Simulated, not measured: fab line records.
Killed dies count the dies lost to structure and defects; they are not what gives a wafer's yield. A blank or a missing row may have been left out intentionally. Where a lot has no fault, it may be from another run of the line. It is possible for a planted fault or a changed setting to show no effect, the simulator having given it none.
Which of the tools did it? || flow sky130 || 12 lots, 36 wafers sampled, at 1 step of a route of 708

## WHAT THE GAUGES READ, wafer by wafer
SKY_FIELD_ISO_THK_MEAS_02.
{"lot": "L075", "measured": "day 1 16:47", "on": "film-metro-03", "FIELD_ISO_OXIDATION_00_THK (nm)": "11.74 12.15 11.82"}
{"lot": "L077", "measured": "day 2 02:48", "on": "film-metro-03", "FIELD_ISO_OXIDATION_00_THK (nm)": "11.96 11.65 11.79"}
{"lot": "L079", "measured": "day 2 14:41", "on": "film-metro-04", "FIELD_ISO_OXIDATION_00_THK (nm)": "11.78 11.87 11.74"}
{"lot": "L081", "measured": "day 2 23:28", "on": "film-metro-03", "FIELD_ISO_OXIDATION_00_THK (nm)": "11.97 11.76 11.69"}
{"lot": "L083", "measured": "day 3 09:01", "on": "film-metro-04", "FIELD_ISO_OXIDATION_00_THK (nm)": "12.01 12.06 12.21"}
{"lot": "L085", "measured": "day 3 18:39", "on": "film-metro-01", "FIELD_ISO_OXIDATION_00_THK (nm)": "12.03 11.87 11.96"}
{"lot": "L087", "measured": "day 4 04:46", "on": "film-metro-04", "FIELD_ISO_OXIDATION_00_THK (nm)": "12.07 12.15 12.00"}
{"lot": "L089", "measured": "day 4 14:38", "on": "film-metro-03", "FIELD_ISO_OXIDATION_00_THK (nm)": "12.05 12.18 11.94"}
{"lot": "L091", "measured": "day 5 00:39", "on": "film-metro-01", "FIELD_ISO_OXIDATION_00_THK (nm)": "11.82 12.03 11.93"}
{"lot": "L093", "measured": "day 5 11:11", "on": "film-metro-03", "FIELD_ISO_OXIDATION_00_THK (nm)": "11.84 11.50 11.56"}
{"lot": "L095", "measured": "day 5 20:50", "on": "film-metro-04", "FIELD_ISO_OXIDATION_00_THK (nm)": "12.32 12.40 12.28"}
{"lot": "L097", "measured": "day 6 09:32", "on": "film-metro-01", "FIELD_ISO_OXIDATION_00_THK (nm)": "12.00 11.98 11.95"}

## EACH LOT AND THE TOOL THAT RAN IT (in order: tool; ch and the chambers of the sampled wafers; start)
Before these readings, the record contains no process step.

## THE ANSWER, worked out from the rows above alone
Rule: the usual values come from the lots themselves. The widest of any qualifying gaps counts: lots, ordered by their means at a reading, are off when they make up no more than a third of the lots, leave a main group of 4 or more, and stand apart from it by 3 or more times the standard deviation of that group's means. A main group is skipped when, at the precision printed for the reading in the tables above, its means are all equal. Also off: a lot with no number at a reading for which 4 or more lots have one. The other lots that the step has rows for count as sound.
No lot is off at any reading shown: from this, nothing can be told.

## WHAT HAD BEEN PUT IN BY THE SIMULATOR
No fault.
